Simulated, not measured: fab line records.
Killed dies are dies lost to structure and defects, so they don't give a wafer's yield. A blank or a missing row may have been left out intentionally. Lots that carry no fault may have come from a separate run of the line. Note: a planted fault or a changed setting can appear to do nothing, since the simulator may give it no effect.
A single fault, viewed from 2 desks || flow gf180mcu || numbers are kept per desk, each desk with only its own; the story behind them comes last

== AT THE TOOL OWNER'S DESK: pvd sputter-04 ==
At GF_M4_SPUTTER_04 (material TiN, target thk 50 nm, time 41.7 s) the tool's own readings: per lot run on this tool, the mean of the sampled wafers that have a number. If a lot's mean is further than 4 standard deviations from the usual mean, the lot is out of limits and carries the mark OUT (the distance appears in the brackets).
Columns: A = cathode dc power W at GF_M4_SPUTTER_04, usual 6500.0 W; B = throttle valve pct at GF_M4_SPUTTER_04, usual 29.7 %
{"lot": "L928", "first seen here": "day 23 05:46", "A": 6500.7, "B": 31.3}
{"lot": "L930", "first seen here": "day 23 19:25", "A": 6499.4, "B": 30.4}
{"lot": "L934", "first seen here": "day 25 07:23", "A": 6500.0, "B": 29.4}
{"lot": "L936", "first seen here": "day 26 00:08", "A": 6499.3, "B": 29.4}
{"lot": "L943", "first seen here": "day 27 20:52", "A": "6035.1 (-99 or more) OUT", "B": 29.5}
{"lot": "L945", "first seen here": "day 28 06:05", "A": "6035.2 (-99 or more) OUT", "B": 28.4}
This desk finds L943, L945 out of limits, L943 being first, at day 27 20:52 (cathode dc power W at GF_M4_SPUTTER_04). L928, L930, L934, L936: within limits.

== AT THE METROLOGY DESK ==
What the gauges read for every lot (on any tool): the sampled wafers with a number, averaged. If a lot's mean is further than 4 standard deviations from the usual mean, the lot is out of limits and carries the mark OUT (the distance appears in the brackets).
Columns: A = V3_OVL at GF_V3_OVL_MEAS_15, usual 0 nm; B = cd nm at GF_M4_CD_MEAS_14, usual 280.2 nm
{"lot": "L928", "first seen here": "day 23 03:40", "A": 1, "B": 280.1}
{"lot": "L930", "first seen here": "day 23 17:48", "A": -7, "B": 280.5}
{"lot": "L931", "first seen here": "day 24 03:27", "A": -1, "B": 278.0}
{"lot": "L932", "first seen here": "day 24 15:06", "A": -1, "B": 281.4}
{"lot": "L933", "first seen here": "day 24 16:13", "A": -7, "B": 281.4}
{"lot": "L934", "first seen here": "day 25 05:50", "A": 1, "B": 279.0}
{"lot": "L936", "first seen here": "day 25 21:25", "A": -1, "B": 279.9}
{"lot": "L938", "first seen here": "day 26 08:16", "A": -0, "B": 278.3}
{"lot": "L940", "first seen here": "day 27 04:58", "A": 2, "B": 279.4}
{"lot": "L943", "first seen here": "day 27 19:19", "A": 1, "B": 280.2}
{"lot": "L945", "first seen here": "day 28 04:31", "A": 1, "B": 280.5}
{"lot": "L948", "first seen here": "day 28 21:24", "A": 1, "B": 280.0}
{"lot": "L949", "first seen here": "day 29 05:34", "A": 8, "B": 280.9}
{"lot": "L950", "first seen here": "day 29 07:01", "A": 0, "B": 280.9}
This desk's finding: nothing out of limits on any of the 14 lots.

== PUT TOGETHER ==
At day 27 20:52, on L943, L945, the tool owner's desk was in a position to raise an alarm.
The metrology desk saw nothing out of limits.
The metrology desk has L943, L945 on record, within its limits.
GF_M4_SPUTTER_04 was run on pvd sputter-04 by each of the lots named.

== WHAT WAS PUT IN BY THE SIMULATOR ==
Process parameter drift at GF_M4_SPUTTER_04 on pvd sputter-04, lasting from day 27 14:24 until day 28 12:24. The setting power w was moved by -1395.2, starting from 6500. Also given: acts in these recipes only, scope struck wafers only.
Shown lots that were struck: L943, L945.
Hours from the fault's start to each desk's first reading out of limits: the tool owner's desk, 6.
